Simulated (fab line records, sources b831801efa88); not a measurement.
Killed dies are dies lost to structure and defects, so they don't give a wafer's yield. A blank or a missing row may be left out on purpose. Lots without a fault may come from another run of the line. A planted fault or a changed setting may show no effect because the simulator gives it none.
Which tool did it? | flow sky130 | 15 lots, 45 wafers sampled, at 5 steps of a route of 708

WHAT THE GAUGES READ, wafer by wafer
SKY_VT_ADJUST_HVTR_TW_MEAS_11.
lot  | measured     | on            | VT_ADJUST_HVTR_TW
L283 | day 9 10:22  | film_metro-02 | 207.2 208.0 207.2
L285 | day 9 22:25  | film_metro-04 | 207.4 207.4 207.0
L286 | day 10 09:05 | film_metro-04 | 209.5 208.6 208.0
L287 | day 10 15:41 | film_metro-04 | 30.0 29.9 30.0
L288 | day 10 23:38 | film_metro-04 | 30.1 30.1 30.1
L289 | day 11 04:38 | film_metro-04 | 30.3 30.2 30.1
L290 | day 11 15:15 | film_metro-01 | 209.5 210.7 210.4
L299 | day 14 09:40 | film_metro-02 | 206.3 205.0 205.2
L300 | day 14 16:49 | film_metro-01 | 210.5 209.6 210.3
L301 | day 14 19:46 | film_metro-04 | 209.9 208.7 209.3
L302 | day 15 04:11 | film_metro-02 | 206.6 206.7 205.3
L303 | day 15 13:17 | film_metro-01 | 210.7 209.5 211.1
L304 | day 15 22:31 | film_metro-02 | 205.2 206.5 206.6
L305 | day 16 03:48 | film_metro-02 | 206.3 206.3 206.2
L306 | day 16 14:37 | film_metro-02 | 207.5 207.8 205.6

SKY_SONOS_ONO_THK_MEAS_03.
lot  | measured     | on            | SONOS_ONO_CVD_02_THK (nm)
L283 | day 11 12:41 | film_metro-01 | 10.34 10.17 10.28
L285 | day 12 00:34 | film_metro-01 | 10.36 10.32 10.44
L286 | day 12 14:24 | film_metro-03 | 10.38 10.56 10.62
L287 | day 12 19:49 | film_metro-01 | 10.35 10.23 10.34
L288 | day 13 03:22 | film_metro-01 | 10.52 10.52 10.48
L289 | day 13 09:33 | film_metro-01 | 10.32 10.32 10.26
L290 | day 13 21:45 | film_metro-01 | 10.37 10.41 10.29
L299 | day 16 21:47 | film_metro-03 | 10.43 10.45 10.56
L300 | day 17 06:44 | film_metro-04 | 10.29 10.29 10.29
L301 | day 17 08:22 | film_metro-03 | 10.35 10.38 10.27
L302 | day 17 17:55 | film_metro-03 | 10.60 10.58 10.59
L303 | day 18 04:40 | film_metro-04 | 10.48 10.42 10.51
L304 | day 18 15:37 | film_metro-01 | 10.37 10.32 10.31
L305 | day 19 00:30 | film_metro-04 | 10.33 10.38 10.34
L306 | day 19 04:41 | film_metro-01 | 10.42 10.68 10.48

SKY_CONTACT_RS_MEAS_25: measures by four-point-probe.
lot  | measured     | on            | CONTACT_W_RS (ohm/sq)
L283 | day 31 13:00 | film_metro-03 | 0.339 0.338 0.339
L285 | day 32 02:18 | film_metro-01 | 0.341 0.341 0.336
L286 | day 32 10:04 | film_metro-03 | 0.343 0.339 0.343
L287 | day 32 21:15 | film_metro-03 | 0.341 0.343 0.338
L288 | day 33 07:51 | film_metro-01 | 0.340 0.343 0.343
L289 | day 33 09:10 | film_metro-03 | 0.338 0.338 0.343
L290 | day 33 23:54 | film_metro-01 | 0.341 0.344 0.343
L299 | day 36 20:23 | film_metro-01 | 0.337 0.338 0.337
L300 | day 37 04:08 | film_metro-01 | 0.344 0.337 0.343
L301 | day 37 07:02 | film_metro-01 | 0.340 0.342 0.335
L302 | day 38 04:57 | film_metro-01 | 0.345 0.338 0.343
L303 | day 38 03:02 | film_metro-03 | 0.338 0.337 0.338
L304 | day 38 05:51 | film_metro-03 | 0.333 0.340 0.334
L305 | day 38 12:13 | film_metro-01 | 0.343 0.345 0.341
L306 | day 38 17:54 | film_metro-01 | 0.333 0.336 0.337

WHICH TOOL RAN EACH LOT (tool, then ch and the chambers of the sampled wafers, then the start)
lot  | SKY_VT_ADJUST_HVTR_DEVELOP_06     | SKY_CONTACT_CMP_04
L283 | litho_track-04 ch 0, day 9 09:49  | cmp-01 ch 0,1,3, day 30 07:19
L285 | litho_track-04 ch 0, day 9 21:52  | cmp-01 ch 1,2, day 30 21:17
L286 | litho_track-04 ch 0, day 10 08:32 | cmp-01 ch 0,1,3, day 31 05:50
L287 | litho_track-04 ch 0, day 10 15:10 | cmp-01 ch 0,1, day 31 15:47
L288 | litho_track-04 ch 0, day 10 23:05 | cmp-02 ch 0,1,3, day 32 02:52
L289 | litho_track-04 ch 0, day 11 04:05 | cmp-02 ch 2,3, day 32 04:15
L290 | litho_track-02 ch 0, day 11 14:41 | cmp-02 ch 0,1, day 32 20:52
L299 | litho_track-03 ch 0, day 14 09:07 | cmp-01 ch 0,3, day 35 17:05
L300 | litho_track-02 ch 0, day 14 16:16 | cmp-01 ch 1,2,3, day 36 00:27
L301 | litho_track-04 ch 0, day 14 19:13 | cmp-02 ch 0,2,3, day 36 02:51
L302 | litho_track-03 ch 0, day 15 03:40 | cmp-01 ch 2,3, day 37 01:50
L303 | litho_track-04 ch 0, day 15 12:44 | cmp-01 ch 0,1, day 36 23:04
L304 | litho_track-03 ch 0, day 15 21:59 | cmp-01 ch 2,3, day 37 03:04
L305 | litho_track-04 ch 0, day 16 03:17 | cmp-01 ch 0,2,3, day 37 09:20
L306 | litho_track-02 ch 0, day 16 14:05 | cmp-01 ch 0,1,3, day 37 15:14
- SKY_VT_ADJUST_HVTR_DEVELOP_06: develop time 60 s.
- SKY_CONTACT_CMP_04: polishes SiO2.

WHAT THE TOOLS THEMSELVES READ (means of the sampled wafers that have a number; where no wafer has one, the mark that the record gives instead)
SKY_CONTACT_CMP_04.
lot  | tool   | motor_current_A (A) | time_to_endpoint_s (s)
L283 | cmp-01 | 12.3                | 83
L285 | cmp-01 | 12.9                | 82
L286 | cmp-01 | 12.7                | 82
L287 | cmp-01 | 12.8                | 89
L288 | cmp-02 | 12.1                | 85
L289 | cmp-02 | 11.3                | 86
L290 | cmp-02 | 12.0                | 86
L299 | cmp-01 | 12.6                | 80
L300 | cmp-01 | 12.7                | 79
L301 | cmp-02 | 11.7                | 78
L302 | cmp-01 | 12.9                | 84
L303 | cmp-01 | 12.0                | 85
L304 | cmp-01 | 12.6                | 87
L305 | cmp-01 | 12.9                | 85
L306 | cmp-01 | 12.1                | 85

THE ANSWER, worked out from the rows above alone
Rule: what is usual is taken from the lots themselves. Put in order of their means at a reading, lots are off if they are a third of the lots or fewer, leave a main group of 4 or more, and stand apart from it by a gap of 3 or more times the standard deviation of the main group's means; of several such gaps the widest counts. A main group whose means are all the same, to the digits that the tables above print for the reading, isn't used. A lot without any number at a reading at which 4 lots or more have one is off too. The other lots that the step has rows for count as sound. The gauges are gone through in route order, then the tools' own readings, and for those a lot's mean is taken as printed above. The first step at which some lot is off is used, and at that step the reading that is off furthest; a lot without a number counts as furthest.
Off: L287, L288, L289, at SKY_VT_ADJUST_HVTR_TW_MEAS_11 (VT_ADJUST_HVTR_TW). The main group: mean 207.9, standard deviation 1.7.
A tool fits if, at a process step before that reading, it ran every lot that is off, and no sound lot after the first of them. The gauges at SKY_VT_ADJUST_HVTR_TW_MEAS_11 are tried like those tools. None of those tried fits.

WHAT THE SIMULATOR HAD PUT IN
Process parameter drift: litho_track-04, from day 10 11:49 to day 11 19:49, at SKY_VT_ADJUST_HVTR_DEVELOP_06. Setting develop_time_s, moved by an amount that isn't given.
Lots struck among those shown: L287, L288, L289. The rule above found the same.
